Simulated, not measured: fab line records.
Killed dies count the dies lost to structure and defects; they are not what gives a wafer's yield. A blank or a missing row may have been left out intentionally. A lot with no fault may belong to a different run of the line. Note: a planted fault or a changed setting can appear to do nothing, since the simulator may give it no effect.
fab line records + flow sky130
record:
- lots: 5
- wafers: 15
- last_day: 50
route steps=708 shown LDD_P@259 LDD_HVN@267 LDD_HVP@278 LDD_LDN@289 PAD_OPEN@708
lots that met no fault: from a run of the same line without faults
start_h: the number of hours between the record's first day and the start of the first shown wafer of the lot + wait_h: hours from the lot's prior step to this one + " unchanged from the row above + L1.1+2: several wafers, shown together as one row + - no value present, or no start provided + * or withheld: withheld + < > ~ a bound
route shown NAME@n: NAME is a module with steps in the file, n the number in the route of the first one + usual: mean/standard deviation taken from wafers without a fault + same: alike in all rows + chamber/n: place in a boat + sites: per-site readings + _std_site: the values' standard deviation + _edge_site: outer sites' mean less inner sites' + radius_mm: for every site, how far away it sits from the centre of the wafer + mask NAME#n: copy n + behind: the last tool/chamber to shape the wafer + hold: reason for holding the lot/hours on hold/outcome of the hold + device: whichever transistor did not switch (one of n, p or np) + end of line: at the end of the route, the tests of the same wafers + a step given without rows: its recipe and nothing more + killed: at the first sort, the dies lost to defects and structure; wafer yield is something else + map: per-die view of a wafer (x killed, . not killed, _ where there is no die)
set.NAME: the setting the step ran with; set.NAME@STEP: the setting that earlier step ran with + model.NAME: the simulator's own value behind a step, which no gauge read
certain route steps with their lots: each step a table, each wafer a row
services: a tool's chamber out of use, with start hour (start_h, from the record's first day; less than 0 if before it), hours out, and reason
== steps ==
step: SKY_LDD_P_EXPOSE_04
recipe:
- mask_id: PSDM
- na: 0.6
- source_shape: conventional
- sigma_outer: 0.6
- polarization: unpolarized
- target_cd_nm: 380
- dose_mj: 138
step: SKY_LDD_P_PEB_05
recipe:
- temp_c: withheld
- time_s: *
- resist: NOVOLAK
step: SKY_LDD_P_DEVELOP_06
recipe:
- resist: NOVOLAK
- developer: TMAH
- develop_time_s: 60
- dev_temp_c: 23
step: SKY_LDD_P_CD_MEAS_07
recipe:
- target_cd_nm: 380
usual:
- cd_nm: 379.1/2.7
| lot.wafer | tool      | chamber | start_h | wait_h | cd_nm |
|-----------|-----------|---------|---------|--------|-------|
| L703.3    | cd_sem-02 | -       | 451.51  | 0.1    | 374.6 |
| L703.5    | "         | -       | "       | "      | 377.1 |
| L703.6    | "         | -       | "       | "      | 376.1 |
| L706.3    | cd_sem-01 | -       | 480.42  | 0.1    | 379.3 |
| L706.4    | "         | -       | "       | "      | 378.9 |
| L706.5    | "         | -       | "       | "      | 380.4 |
| L718.1    | cd_sem-01 | -       | 588.98  | 0.1    | 381.6 |
| L718.2    | "         | -       | "       | "      | 377.8 |
| L718.4    | "         | -       | "       | "      | 377.8 |
| L721.4    | cd_sem-02 | -       | 604.89  | 0.1    | 377.9 |
| L721.5    | "         | -       | "       | "      | 380.7 |
| L721.6    | "         | -       | "       | "      | 377.7 |
| L724.2    | cd_sem-01 | -       | 630.90  | 0.1    | 382.9 |
| L724.3    | "         | -       | "       | "      | 382.8 |
| L724.5    | "         | -       | "       | "      | 386.0 |
step: SKY_LDD_P_OVL_MEAS_08
usual:
- LDD_P_OVL: 0.7/1.4
| lot.wafer | tool       | chamber | start_h | wait_h | LDD_P_OVL[nm] |
|-----------|------------|---------|---------|--------|---------------|
| L703.3    | overlay-01 | -       | 451.60  | 0.1    | -0.7          |
| L703.5    | "          | -       | "       | "      | -1.2          |
| L703.6    | "          | -       | "       | "      | -0.4          |
| L706.3    | overlay-02 | -       | 480.51  | 0.1    | 0.1           |
| L706.4    | "          | -       | "       | "      | 0.0           |
| L706.5    | "          | -       | "       | "      | -0.9          |
| L718.1    | overlay-01 | -       | 589.10  | 0.1    | 1.3           |
| L718.2    | "          | -       | "       | "      | 2.8           |
| L718.4    | "          | -       | "       | "      | 1.9           |
| L721.4    | overlay-02 | -       | 604.97  | 0.1    | 0.2           |
| L721.5    | "          | -       | "       | "      | -2.1          |
| L721.6    | "          | -       | "       | "      | 1.4           |
| L724.2    | overlay-02 | -       | 631.01  | 0.1    | -0.8          |
| L724.3    | "          | -       | "       | "      | 0.2           |
| L724.5    | "          | -       | "       | "      | 1.3           |
step: SKY_LDD_P_IMPLANT_09
recipe:
- species: BF2
- energy_kev: 25
- dose_cm2: 1e+13
- tilt_deg: withheld
step: SKY_LDD_P_STRIP_10
recipe:
- chemistry: O2/N2
- power_w: 1400
- pressure_mtorr: 1500
- platen_temp_c: withheld
- o2_flow_sccm: 3000
- n2_flow_sccm: 300
- overash_fraction: 0.5
usual:
- drypump_motor_current_A: 5.7/0.38
- oes_product_au: 0.716/0.0048
- strip_time_to_endpoint_s: 14.19/0.045
| lot.wafer | tool            | chamber | start_h | wait_h | drypump_motor_current_A | oes_product_au | rf_hours_counter_h | strip_time_to_endpoint_s |
|-----------|-----------------|---------|---------|--------|-------------------------|----------------|--------------------|--------------------------|
| L703.3    | plasma_asher-02 | 1       | 451.81  | 0.1    | 5.8                     | 0.718          | -                  | 14.26                    |
| L703.5    | "               | 0       | "       | "      | 6.3                     | 0.713          | -                  | 14.18                    |
| L703.6    | "               | 1       | "       | "      | 5.8                     | 0.712          | -                  | 14.21                    |
| L706.3    | plasma_asher-02 | 0       | 480.72  | 0.1    | 6.2                     | 0.716          | -                  | 14.28                    |
| L706.4    | "               | 1       | "       | "      | 5.9                     | 0.720          | -                  | 14.27                    |
| L706.5    | "               | 1       | "       | "      | 5.9                     | 0.717          | -                  | 14.25                    |
| L718.1    | plasma_asher-03 | 0       | 589.29  | 0.1    | 5.8                     | 0.709          | 87                 | 14.12                    |
| L718.2    | "               | 1       | "       | "      | 5.3                     | 0.724          | 87                 | 14.14                    |
| L718.4    | "               | 1       | "       | "      | 5.3                     | 0.710          | -                  | 14.13                    |
| L721.4    | plasma_asher-02 | 0       | 605.17  | 0.1    | 6.3                     | 0.726          | -                  | 14.25                    |
| L721.5    | "               | 1       | "       | "      | 5.9                     | 0.710          | -                  | 14.16                    |
| L721.6    | "               | 0       | "       | "      | 6.3                     | 0.717          | -                  | 14.21                    |
| L724.2    | plasma_asher-02 | 0       | 631.19  | 0.1    | 6.3                     | 0.707          | 49                 | 14.25                    |
| L724.3    | "               | 0       | "       | "      | 6.3                     | 0.716          | -                  | 14.23                    |
| L724.5    | "               | 1       | "       | "      | 5.9                     | 0.717          | -                  | 14.24                    |
step: SKY_LDD_P_TW_MEAS_11
usual:
- LDD_P_TW: 628/4.6
| lot.wafer | tool          | chamber | start_h | wait_h | LDD_P_TW |
|-----------|---------------|---------|---------|--------|----------|
| L703.3    | film_metro-04 | -       | 451.90  | 0.1    | 625      |
| L703.5    | "             | -       | "       | "      | 627      |
| L703.6    | "             | -       | "       | "      | 628      |
| L706.3    | film_metro-01 | -       | 480.81  | 0.1    | 626      |
| L706.4    | "             | -       | "       | "      | 630      |
| L706.5    | "             | -       | "       | "      | 626      |
| L718.1    | film_metro-02 | -       | 589.39  | 0.1    | 641      |
| L718.2    | "             | -       | "       | "      | 638      |
| L718.4    | "             | -       | "       | "      | 636      |
| L721.4    | film_metro-01 | -       | 605.26  | 0.1    | 629      |
| L721.5    | "             | -       | "       | "      | 628      |
| L721.6    | "             | -       | "       | "      | 625      |
| L724.2    | film_metro-01 | -       | 631.30  | 0.1    | 625      |
| L724.3    | "             | -       | "       | "      | 621      |
| L724.5    | "             | -       | "       | "      | 626      |
step: SKY_LDD_HVN_DEHYDRATE_00
recipe:
- temp_c: 200
- time_s: 60
step: SKY_LDD_HVN_HMDS_01
recipe:
- prime_time_s: 60
- prime_temp_c: 120
step: SKY_LDD_HVN_COAT_02
recipe:
- resist: NOVOLAK
- spin_rpm: 3000
- resist_thk_nm: 300
step: SKY_LDD_HVN_SOFTBAKE_03
recipe:
- temp_c: 90
- time_s: 60
- resist: NOVOLAK
step: SKY_LDD_HVN_EXPOSE_04
recipe:
- mask_id: HVNTM
- na: 0.6
- source_shape: conventional
- sigma_outer: 0.6
- polarization: unpolarized
- target_cd_nm: 700
- dose_mj: 127
usual:
- reticle_temp_C: 23.00/0.11
- stage_vel_mm_s: 499.99/0.27
| lot.wafer | tool             | chamber | start_h | wait_h | mask    | reticle_temp_C | stage_vel_mm_s |
|-----------|------------------|---------|---------|--------|---------|----------------|----------------|
| L703.3    | iline_stepper-02 | 0       | 467.99  | -      | HVNTM#0 | 23.01          | 500.06         |
| L703.5    | "                | 0       | "       | "      | HVNTM#0 | 23.18          | 499.90         |
| L703.6    | "                | 0       | "       | "      | HVNTM#0 | 23.17          | 499.64         |
| L706.3    | iline_stepper-02 | 0       | 497.59  | -      | HVPTM#0 | 23.12          | 499.96         |
| L706.4    | "                | 0       | "       | "      | HVPTM#0 | 23.12          | 500.01         |
| L706.5    | "                | 0       | "       | "      | HVPTM#0 | 22.91          | 499.87         |
| L718.1    | iline_stepper-01 | 0       | 602.79  | -      | HVNTM#0 | 22.91          | 499.95         |
| L718.2    | "                | 0       | "       | "      | HVNTM#0 | 22.96          | 499.82         |
| L718.4    | "                | 0       | "       | "      | HVNTM#0 | 22.96          | 500.17         |
| L721.4    | iline_stepper-02 | 0       | 619.78  | -      | HVNTM#0 | 22.81          | 500.15         |
| L721.5    | "                | 0       | "       | "      | HVNTM#0 | 23.00          | 500.13         |
| L721.6    | "                | 0       | "       | "      | HVNTM#0 | 22.92          | 500.27         |
| L724.2    | iline_stepper-01 | 0       | 645.31  | -      | HVNTM#0 | 22.93          | 499.92         |
| L724.3    | "                | 0       | "       | "      | HVNTM#0 | 22.86          | 500.04         |
| L724.5    | "                | 0       | "       | "      | HVNTM#0 | 22.82          | 499.85         |
step: SKY_LDD_HVN_PEB_05
recipe:
- temp_c: withheld
- time_s: *
- resist: NOVOLAK
step: SKY_LDD_HVN_DEVELOP_06
recipe:
- resist: NOVOLAK
- developer: TMAH
- develop_time_s: 60
- dev_temp_c: 23
step: SKY_LDD_HVN_OVL_MEAS_07
usual:
- LDD_HVN_OVL: -0.2/1.2
| lot.wafer | tool       | chamber | start_h | wait_h | LDD_HVN_OVL[nm] |
|-----------|------------|---------|---------|--------|-----------------|
| L703.3    | overlay-01 | -       | 483.03  | 0.1    | 0.6             |
| L703.5    | "          | -       | "       | "      | 1.6             |
| L703.6    | "          | -       | "       | "      | 0.9             |
| L706.3    | overlay-02 | -       | 512.19  | 0.1    | -               |
| L706.4    | "          | -       | "       | "      | -               |
| L706.5    | "          | -       | "       | "      | -               |
| L718.1    | overlay-02 | -       | 616.97  | 0.1    | 0.4             |
| L718.2    | "          | -       | "       | "      | -0.2            |
| L718.4    | "          | -       | "       | "      | 0.2             |
| L721.4    | overlay-02 | -       | 632.90  | 0.1    | -1.9            |
| L721.5    | "          | -       | "       | "      | -0.1            |
| L721.6    | "          | -       | "       | "      | -2.5            |
| L724.2    | overlay-02 | -       | 658.48  | 0.1    | 0.6             |
| L724.3    | "          | -       | "       | "      | -1.4            |
| L724.5    | "          | -       | "       | "      | -0.2            |
step: SKY_LDD_HVN_IMPLANT_08
recipe:
- species: P
- energy_kev: 60
- dose_cm2: 3e+13
- tilt_deg: 40
step: SKY_LDD_HVN_STRIP_09
recipe:
- chemistry: O2/N2
- power_w: 1400
- pressure_mtorr: 1500
- platen_temp_c: withheld
- o2_flow_sccm: 3000
- n2_flow_sccm: 300
- overash_fraction: 0.5
usual:
- drypump_motor_current_A: 5.6/0.47
- oes_product_au: 0.408/0.0051
- strip_time_to_endpoint_s: 4.137/0.019
| lot.wafer | tool            | chamber | start_h | wait_h | drypump_motor_current_A | oes_product_au | rf_hours_counter_h | strip_time_to_endpoint_s |
|-----------|-----------------|---------|---------|--------|-------------------------|----------------|--------------------|--------------------------|
| L703.3    | plasma_asher-03 | 1       | 483.24  | 0.1    | 5.3                     | 0.407          | -                  | 4.139                    |
| L703.5    | "               | 0       | "       | "      | 5.8                     | 0.400          | -                  | 4.134                    |
| L703.6    | "               | 1       | "       | "      | 5.3                     | 0.404          | -                  | 4.132                    |
| L706.3    | plasma_asher-04 | 1       | 512.40  | 0.1    | 5.3                     | 0.407          | -                  | 4.128                    |
| L706.4    | "               | 0       | "       | "      | 6.8                     | 0.409          | -                  | 4.136                    |
| L706.5    | "               | 1       | "       | "      | 5.3                     | 0.407          | -                  | 4.118                    |
| L718.1    | plasma_asher-01 | 1       | 617.16  | 0.1    | 5.4                     | 0.411          | 19                 | 4.129                    |
| L718.2    | "               | 0       | "       | "      | 5.2                     | 0.417          | 19                 | 4.149                    |
| L718.4    | "               | 1       | "       | "      | 5.5                     | 0.402          | -                  | 4.138                    |
| L721.4    | plasma_asher-01 | 1       | 633.10  | 0.1    | 5.5                     | 0.409          | -                  | 4.123                    |
| L721.5    | "               | 0       | "       | "      | 5.2                     | 0.412          | -                  | 4.126                    |
| L721.6    | "               | 1       | "       | "      | 5.5                     | 0.414          | -                  | 4.110                    |
| L724.2    | plasma_asher-03 | 1       | 658.66  | 0.1    | 5.4                     | 0.402          | 94                 | 4.132                    |
| L724.3    | "               | 0       | "       | "      | 5.8                     | 0.413          | -                  | 4.138                    |
| L724.5    | "               | 0       | "       | "      | 5.8                     | 0.402          | -                  | 4.144                    |
step: SKY_LDD_HVN_TW_MEAS_10
usual:
- LDD_HVN_TW: 1417/6.4
| lot.wafer | tool          | chamber | start_h | wait_h | LDD_HVN_TW |
|-----------|---------------|---------|---------|--------|------------|
| L703.3    | film_metro-01 | -       | 483.33  | 0.1    | 1416       |
| L703.5    | "             | -       | "       | "      | 1404       |
| L703.6    | "             | -       | "       | "      | 1412       |
| L706.3    | film_metro-04 | -       | 512.48  | 0.1    | 30         |
| L706.4    | "             | -       | "       | "      | 30         |
| L706.5    | "             | -       | "       | "      | 30         |
| L718.1    | film_metro-01 | -       | 617.26  | 0.1    | 1421       |
| L718.2    | "             | -       | "       | "      | 1425       |
| L718.4    | "             | -       | "       | "      | 1414       |
| L721.4    | film_metro-01 | -       | 633.19  | 0.1    | 1413       |
| L721.5    | "             | -       | "       | "      | 1420       |
| L721.6    | "             | -       | "       | "      | 1407       |
| L724.2    | film_metro-01 | -       | 658.77  | 0.1    | 1418       |
| L724.3    | "             | -       | "       | "      | 1415       |
| L724.5    | "             | -       | "       | "      | 1423       |
step: SKY_LDD_HVP_DEHYDRATE_00
recipe:
- temp_c: 200
- time_s: 60
step: SKY_LDD_HVP_HMDS_01
recipe:
- prime_time_s: 60
- prime_temp_c: 120
step: SKY_LDD_HVP_COAT_02
recipe:
- resist: NOVOLAK
- spin_rpm: 3000
- resist_thk_nm: 300
step: SKY_LDD_HVP_SOFTBAKE_03
recipe:
- temp_c: 90
- time_s: 60
- resist: NOVOLAK
step: SKY_LDD_HVP_EXPOSE_04
recipe:
- mask_id: HVPTM
- na: 0.6
- source_shape: conventional
- sigma_outer: 0.6
- polarization: unpolarized
- target_cd_nm: 700
- dose_mj: 86
step: SKY_LDD_HVP_PEB_05
recipe:
- temp_c: withheld
- time_s: *
- resist: NOVOLAK
step: SKY_LDD_HVP_DEVELOP_06
recipe:
- resist: NOVOLAK
- developer: TMAH
- develop_time_s: 60
- dev_temp_c: 23
step: SKY_LDD_HVP_OVL_MEAS_07
usual:
- LDD_HVP_OVL: 0.2/1.4
| lot.wafer | tool       | chamber | start_h | wait_h | LDD_HVP_OVL[nm] |
|-----------|------------|---------|---------|--------|-----------------|
| L703.3    | overlay-01 | -       | 514.63  | 0.1    | -0.4            |
| L703.5    | "          | -       | "       | "      | -2.2            |
| L703.6    | "          | -       | "       | "      | 1.9             |
| L706.3    | overlay-02 | -       | 542.73  | 0.1    | -0.8            |
| L706.4    | "          | -       | "       | "      | -2.2            |
| L706.5    | "          | -       | "       | "      | -2.9            |
| L718.1    | overlay-02 | -       | 643.47  | 0.1    | 0.4             |
| L718.2    | "          | -       | "       | "      | -0.7            |
| L718.4    | "          | -       | "       | "      | -0.8            |
| L721.4    | overlay-01 | -       | 660.29  | 0.1    | -0.6            |
| L721.5    | "          | -       | "       | "      | 0.8             |
| L721.6    | "          | -       | "       | "      | -1.8            |
| L724.2    | overlay-01 | -       | 685.74  | 0.1    | -1.6            |
| L724.3    | "          | -       | "       | "      | -0.4            |
| L724.5    | "          | -       | "       | "      | -0.1            |
step: SKY_LDD_HVP_IMPLANT_08
recipe:
- species: B
- energy_kev: 20
- dose_cm2: 1.7e+13
- tilt_deg: 17.9
step: SKY_LDD_HVP_STRIP_09
recipe:
- chemistry: O2/N2
- power_w: 1400
- pressure_mtorr: 1500
- platen_temp_c: withheld
- o2_flow_sccm: 3000
- n2_flow_sccm: 300
- overash_fraction: 0.5
usual:
- drypump_motor_current_A: 5.9/0.56
- oes_product_au: 0.408/0.0047
- strip_time_to_endpoint_s: 4.143/0.013
| lot.wafer | tool            | chamber | start_h | wait_h | drypump_motor_current_A | oes_product_au | rf_hours_counter_h | strip_time_to_endpoint_s |
|-----------|-----------------|---------|---------|--------|-------------------------|----------------|--------------------|--------------------------|
| L703.3    | plasma_asher-04 | 0       | 514.84  | 0.1    | 6.8                     | 0.407          | -                  | 4.153                    |
| L703.5    | "               | 1       | "       | "      | 5.3                     | 0.401          | -                  | 4.138                    |
| L703.6    | "               | 0       | "       | "      | 6.8                     | 0.413          | -                  | 4.130                    |
| L706.3    | plasma_asher-04 | 1       | 542.94  | 0.1    | 5.3                     | 0.411          | -                  | 4.162                    |
| L706.4    | "               | 0       | "       | "      | 6.8                     | 0.409          | -                  | 4.151                    |
| L706.5    | "               | 0       | "       | "      | 6.8                     | 0.414          | -                  | 4.142                    |
| L718.1    | plasma_asher-03 | 0       | 643.66  | 0.1    | 5.9                     | 0.410          | 93                 | 4.139                    |
| L718.2    | "               | 1       | "       | "      | 5.3                     | 0.402          | 93                 | 4.160                    |
| L718.4    | "               | 1       | "       | "      | 5.4                     | 0.408          | -                  | 4.152                    |
| L721.4    | plasma_asher-04 | 1       | 660.49  | 0.1    | 5.3                     | 0.411          | -                  | 4.158                    |
| L721.5    | "               | 1       | "       | "      | 5.3                     | 0.406          | -                  | 4.156                    |
| L721.6    | "               | 0       | "       | "      | 6.8                     | 0.414          | -                  | 4.129                    |
| L724.2    | plasma_asher-03 | 1       | 685.92  | 0.1    | 5.3                     | 0.408          | 98                 | 4.124                    |
| L724.3    | "               | 0       | "       | "      | 5.9                     | 0.411          | -                  | 4.112                    |
| L724.5    | "               | 1       | "       | "      | 5.3                     | 0.408          | -                  | 4.135                    |
step: SKY_LDD_HVP_TW_MEAS_10
usual:
- LDD_HVP_TW: 452/3.4
| lot.wafer | tool          | chamber | start_h | wait_h | LDD_HVP_TW |
|-----------|---------------|---------|---------|--------|------------|
| L703.3    | film_metro-04 | -       | 514.93  | 0.1    | 450        |
| L703.5    | "             | -       | "       | "      | 449        |
| L703.6    | "             | -       | "       | "      | 449        |
| L706.3    | film_metro-04 | -       | 543.03  | 0.1    | 1429       |
| L706.4    | "             | -       | "       | "      | 1436       |
| L706.5    | "             | -       | "       | "      | 1428       |
| L718.1    | film_metro-02 | -       | 643.76  | 0.1    | 453        |
| L718.2    | "             | -       | "       | "      | 451        |
| L718.4    | "             | -       | "       | "      | 453        |
| L721.4    | film_metro-02 | -       | 660.59  | 0.1    | 454        |
| L721.5    | "             | -       | "       | "      | 455        |
| L721.6    | "             | -       | "       | "      | 454        |
| L724.2    | film_metro-03 | -       | 686.03  | 0.1    | 451        |
| L724.3    | "             | -       | "       | "      | 450        |
| L724.5    | "             | -       | "       | "      | 448        |
step: SKY_LDD_LDN_DEHYDRATE_00
recipe:
- temp_c: 200
- time_s: 60
step: SKY_PAD_OPEN_PROBE_99
| lot.wafer | tool      | chamber | start_h | wait_h | model.etest.pfet_g5v0d10v5.r_on_ohm_um | model.etest.pfet_16v.r_on_ohm_um | model.etest.nfet_g5v0d10v5.r_on_ohm_um | model.etest.pfet_g5v0d10v5.drive_ua_um | model.etest.nfet_g5v0d10v5.drive_ua_um | model.etest.nfet_05v0_nvt.drive_ua_um | model.etest.pfet_16v.drive_ua_um | model.etest.ring_5v.delay_ps |
|-----------|-----------|---------|---------|--------|----------------------------------------|----------------------------------|----------------------------------------|----------------------------------------|----------------------------------------|---------------------------------------|----------------------------------|------------------------------|
| L703.3    | prober-01 | -       | 1088.09 | 0.2    | 4705                                   | 1.455e+04                        | 1864                                   | 342.2                                  | 614.5                                  | 577.4                                 | 252.7                            | 44.15                        |
| L703.5    | prober-01 | -       | 1088.19 | 0.2    | 4767                                   | 1.471e+04                        | 1883                                   | 343.4                                  | 604.2                                  | 582.6                                 | 246.5                            | 44.23                        |
| L703.6    | prober-01 | -       | 1088.24 | 0.2    | 4798                                   | 1.514e+04                        | 1891                                   | 343.5                                  | 604.5                                  | 573                                   | 245.7                            | 44.31                        |
| L706.3    | prober-02 | -       | 1107.49 | 0.2    | 6302                                   | 1.679e+04                        | 2174                                   | 248.8                                  | 527.9                                  | 540.4                                 | 219                              | 56.37                        |
| L706.4    | prober-02 | -       | 1107.54 | 0.2    | 6238                                   | 1.673e+04                        | 2196                                   | 248.7                                  | 525                                    | 532.4                                 | 220.2                            | 56.35                        |
| L706.5    | prober-02 | -       | 1107.59 | 0.2    | 6308                                   | 1.652e+04                        | 2225                                   | 244.4                                  | 520.4                                  | 535.8                                 | 221                              | 57.56                        |
| L718.1    | prober-02 | -       | 1175.08 | 0.1    | 4660                                   | 1.522e+04                        | 1865                                   | 346                                    | 604.6                                  | 571.6                                 | 243.2                            | 43.88                        |
| L718.2    | prober-02 | -       | 1175.13 | 0.1    | 4710                                   | 1.503e+04                        | 1884                                   | 340.9                                  | 598.4                                  | 571.7                                 | 244.2                            | 44.78                        |
| L718.4    | prober-02 | -       | 1175.23 | 0.2    | 4737                                   | 1.533e+04                        | 1858                                   | 342.9                                  | 604.9                                  | 575.7                                 | 243                              | 44.09                        |
| L721.4    | prober-01 | -       | 1183.85 | 0.2    | 4697                                   | 1.534e+04                        | 1866                                   | 343.6                                  | 613.7                                  | 581.8                                 | 245.9                            | 44.59                        |
| L721.5    | prober-01 | -       | 1183.90 | 0.2    | 4661                                   | 1.488e+04                        | 1860                                   | 348.9                                  | 611.9                                  | 582.7                                 | 247.1                            | 44.36                        |
| L721.6    | prober-01 | -       | 1183.95 | 0.2    | 4702                                   | 1.534e+04                        | 1850                                   | 346.5                                  | 615.8                                  | 582.6                                 | 245                              | 44.14                        |
| L724.2    | prober-02 | -       | 1202.00 | 0.1    | 4721                                   | 1.522e+04                        | 1888                                   | 339.8                                  | 601.2                                  | 570.2                                 | 241.5                            | 45.07                        |
| L724.3    | prober-02 | -       | 1202.05 | 0.2    | 4698                                   | 1.529e+04                        | 1885                                   | 344.5                                  | 597.7                                  | 577                                   | 245.6                            | 45.42                        |
| L724.5    | prober-02 | -       | 1202.15 | 0.2    | 4712                                   | 1.493e+04                        | 1893                                   | 342.6                                  | 603.5                                  | 583.3                                 | 248.3                            | 44.73                        |
killed by level:class
L703.3 CONTACT:geometric_particle:open=12 VIA1:geometric_particle:open=11 VIA2:geometric_particle:open=8 CONTACT:geometric_particle:short=7 VIA3:geometric_particle:open=7 POLY_GATE:geometric_particle:open=6 METAL1:geometric_particle:short=5 VIA1:geometric_particle:short=5
L703.5 VIA1:geometric_particle:open=14 CONTACT:geometric_particle:open=12 CONTACT:geometric_particle:short=8 LI_CONTACT:geometric_particle:open=7 METAL1:geometric_particle:short=6 POLY_GATE:geometric_particle:open=5 LOCAL_INTERCONNECT:geometric_particle:short=5 METAL4:geometric_particle:short=5
L703.6 CONTACT:geometric_particle:open=11 LI_CONTACT:geometric_particle:open=7 VIA1:geometric_particle:open=7 METAL1:geometric_particle:short=6 CONTACT:geometric_particle:short=5 VIA1:geometric_particle:short=5 METAL2:geometric_particle:short=5 VIA3:geometric_particle:open=5
L718.1 VIA3:geometric_particle:open=9 METAL1:geometric_particle:short=8 CONTACT:geometric_particle:open=7 METAL2:geometric_particle:short=7 FIELD_ISO:geometric_particle:short=6 VIA1:geometric_particle:open=6 VIA1:geometric_particle:short=5 VIA2:geometric_particle:open=4
L718.2 CONTACT:geometric_particle:open=13 METAL1:geometric_particle:short=7 VIA1:geometric_particle:open=7 VIA2:geometric_particle:open=6 FIELD_ISO:geometric_particle:open=5 CONTACT:geometric_particle:short=5 METAL2:geometric_particle:short=5 LI_CONTACT:geometric_particle:open=4
L718.4 CONTACT:geometric_particle:open=11 VIA1:geometric_particle:open=11 VIA2:geometric_particle:open=10 VIA3:geometric_particle:open=10 LI_CONTACT:geometric_particle:open=9 CONTACT:geometric_particle:short=7 FIELD_ISO:geometric_particle:short=6 VIA1:geometric_particle:short=5
L721.4 VIA1:geometric_particle:open=9 CONTACT:geometric_particle:open=7 LI_CONTACT:geometric_particle:open=6 LOCAL_INTERCONNECT:geometric_particle:short=5 METAL2:geometric_particle:short=5 METAL4:geometric_particle:short=5 CONTACT:geometric_particle:short=4 METAL1:geometric_particle:short=3
L721.5 LI_CONTACT:geometric_particle:open=19 VIA1:geometric_particle:open=11 VIA2:geometric_particle:open=10 METAL2:geometric_particle:short=8 CONTACT:geometric_particle:open=7 METAL1:geometric_particle:short=6 METAL4:geometric_particle:short=5 CONTACT:geometric_particle:short=4
L721.6 CONTACT:geometric_particle:open=14 VIA1:geometric_particle:open=10 METAL1:geometric_particle:short=7 VIA2:geometric_particle:open=6 FIELD_ISO:geometric_particle:short=5 METAL2:geometric_particle:short=5 LI_CONTACT:geometric_particle:open=4 FIELD_ISO:geometric_particle:open=3
L724.2 CONTACT:geometric_particle:open=8 FIELD_ISO:geometric_particle:short=6 LI_CONTACT:geometric_particle:open=6 METAL1:geometric_particle:short=6 METAL2:geometric_particle:short=6 VIA2:geometric_particle:open=6 VIA3:geometric_particle:open=5 VIA1:geometric_particle:open=4
L724.3 CONTACT:geometric_particle:open=9 LI_CONTACT:geometric_particle:open=8 VIA1:geometric_particle:open=7 VIA3:geometric_particle:open=7 LI_CONTACT:geometric_particle:short=5 METAL2:geometric_particle:short=5 LOCAL_INTERCONNECT:geometric_particle:short=5 METAL1:geometric_particle:short=5
L724.5 VIA1:geometric_particle:open=17 LI_CONTACT:geometric_particle:open=10 METAL1:geometric_particle:short=8 METAL2:geometric_particle:short=7 VIA3:geometric_particle:open=6 LOCAL_INTERCONNECT:geometric_particle:short=6 CONTACT:geometric_particle:short=5 POLY_GATE:geometric_particle:open=4
== services ==
| tool             | chamber | start_h | hours | kind        |
|------------------|---------|---------|-------|-------------|
| plasma_asher-01  | 0       | 430.25  | -     | clean       |
| plasma_asher-01  | 1       | 430.25  | -     | clean       |
| iline_stepper-02 | -       | 433.46  | 0.5   | repair      |
| iline_stepper-02 | -       | 438.90  | 15.3  | repair      |
| plasma_asher-03  | -       | 452.97  | 1.3   | repair      |
| plasma_asher-02  | -       | 459.94  | 0.8   | repair      |
| plasma_asher-02  | -       | 468.12  | 1.2   | repair      |
| iline_stepper-02 | -       | 471.12  | 19.2  | repair      |
| plasma_asher-04  | -       | 472.09  | 0.7   | repair      |
| iline_stepper-01 | -       | 493.10  | 3.9   | repair      |
| iline_stepper-02 | 0       | 514.67  | -     | calibration |
| plasma_asher-03  | -       | 554.76  | 0.6   | repair      |
| plasma_asher-02  | -       | 557.85  | 1.2   | repair      |
| iline_stepper-01 | -       | 593.42  | 1.7   | pm          |
| iline_stepper-02 | -       | 602.25  | 8.4   | repair      |
| plasma_asher-04  | -       | 603.06  | 2.8   | pm          |
| plasma_asher-03  | -       | 627.84  | 2.8   | pm          |
| plasma_asher-03  | -       | 634.46  | 2.0   | repair      |
| iline_stepper-02 | -       | 639.56  | 1.7   | pm          |
| iline_stepper-02 | -       | 644.31  | 8.6   | repair      |
| plasma_asher-01  | -       | 649.55  | 16.9  | repair      |
| plasma_asher-01  | -       | 666.47  | 14.6  | pm          |
| plasma_asher-03  | -       | 669.35  | 0.5   | repair      |
| plasma_asher-02  | -       | 685.27  | 15.6  | pm          |
== key ==
first_sign:
- step: SKY_LDD_HVN_EXPOSE_04
- reading: mask
- direction: changed
effect:
- step: SKY_LDD_HVN_OVL_MEAS_07
- reading: LDD_HVN_OVL
- direction: missing
effect:
- step: SKY_LDD_HVN_TW_MEAS_10
- reading: LDD_HVN_TW
- direction: down
- sigmas: 99+
- usual: 1417
- struck: 30
effect:
- step: SKY_LDD_HVP_TW_MEAS_10
- reading: LDD_HVP_TW
- direction: up
- sigmas: 99+
- usual: 452
- struck: 1431
model_effect:
- step: SKY_PAD_OPEN_PROBE_99
- value: etest.pfet_g5v0d10v5.r_on_ohm_um
- without: 4728
- struck: 6283
met_at SKY_LDD_HVN_EXPOSE_04
struck_wafers L706.3,L706.4,L706.5
sort_left_out L706.3,L706.4,L706.5
tester_left_out L706
onset_between 467.99 497.59
fault:
- kind: wrong_mask
- tool: any
- chamber: -
- onset_h: 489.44
- steps: SKY_LDD_HVN_EXPOSE_04
- aux_copy: HVPTM#0
- scope: struck_lots_only
tester_left_out: of these lots the tester's yield and bins aren't shown, on N5 and GAA mostly nor the transistor test; their killed dies are dies lost to structure and defects alone, not to doping, threshold or leakage, so they don't give the yield
sort_left_out: the simulated sort isn't trusted on such a fault, so these wafers' sort isn't shown, and their yield isn't known
